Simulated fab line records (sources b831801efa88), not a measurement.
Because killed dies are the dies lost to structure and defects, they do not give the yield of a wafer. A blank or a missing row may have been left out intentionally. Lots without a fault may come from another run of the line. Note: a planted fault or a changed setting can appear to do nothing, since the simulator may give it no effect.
Matching of chambers -- flow sky130 -- rie-diel-01 running SKY_VIA1_ETCH_15: 4 sister chambers
The step etches SiO2 in C4F8/O2/Ar, stops on TiN, target depth 351 nm, time 54 s. 8 wafers are shown with their chamber, then 12 later ones without.

WAFERS PAIRED WITH THEIR CHAMBERS
wafer,chamber,oes-product-au (a.u.)
L086.1,3,0.981
L090.4,0,0.976
L091.2,2,0.981
L091.4,1,0.985
L091.6,3,0.981
L092.1,1,0.985
L092.2,0,0.977
L092.4,2,0.980

WAFERS WITH NO CHAMBER GIVEN
wafer,oes-product-au (a.u.)
L094.2,0.992
L094.3,0.979
L094.5,0.982
L093.1,0.973
L093.2,0.982
L093.6,0.973
L095.1,0.977
L095.3,0.974
L095.5,0.982
L096.1,0.974
L096.5,0.981
L096.6,0.983

EACH ONE'S CHAMBER
wafer,from the rows above,in truth
L094.2,1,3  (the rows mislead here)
L094.3,can't be placed: 2 or 3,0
L094.5,can't be placed: 3 or 2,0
L093.1,0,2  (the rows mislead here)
L093.2,can't be placed: 3 or 2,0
L093.6,0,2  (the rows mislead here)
L095.1,0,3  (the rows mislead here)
L095.3,0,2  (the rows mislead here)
L095.5,can't be placed: 3 or 2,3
L096.1,0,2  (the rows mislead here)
L096.5,can't be placed: 3 or 2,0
L096.6,can't be placed: 1 or 3 or 2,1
Correct placement for 0 of the 12. Not placeable from these rows: 6 (in 2, the candidates include the true chamber). 6 placed wrongly.
How it was worked out, from the rows above alone: a wafer's distance from a chamber is the root of the sum, over the readings, of the square of ((its reading less the chamber's mean) divided by the reading's scatter). The wafer belongs to the nearest chamber; if the next one is less than 2 further off, it can't be placed. Each chamber's mean is taken over the wafers shown for it. The scatter is the square root of a quotient: the sum, over the shown wafers, of each reading's squared deviation from its chamber's mean, divided by wafers minus chambers.
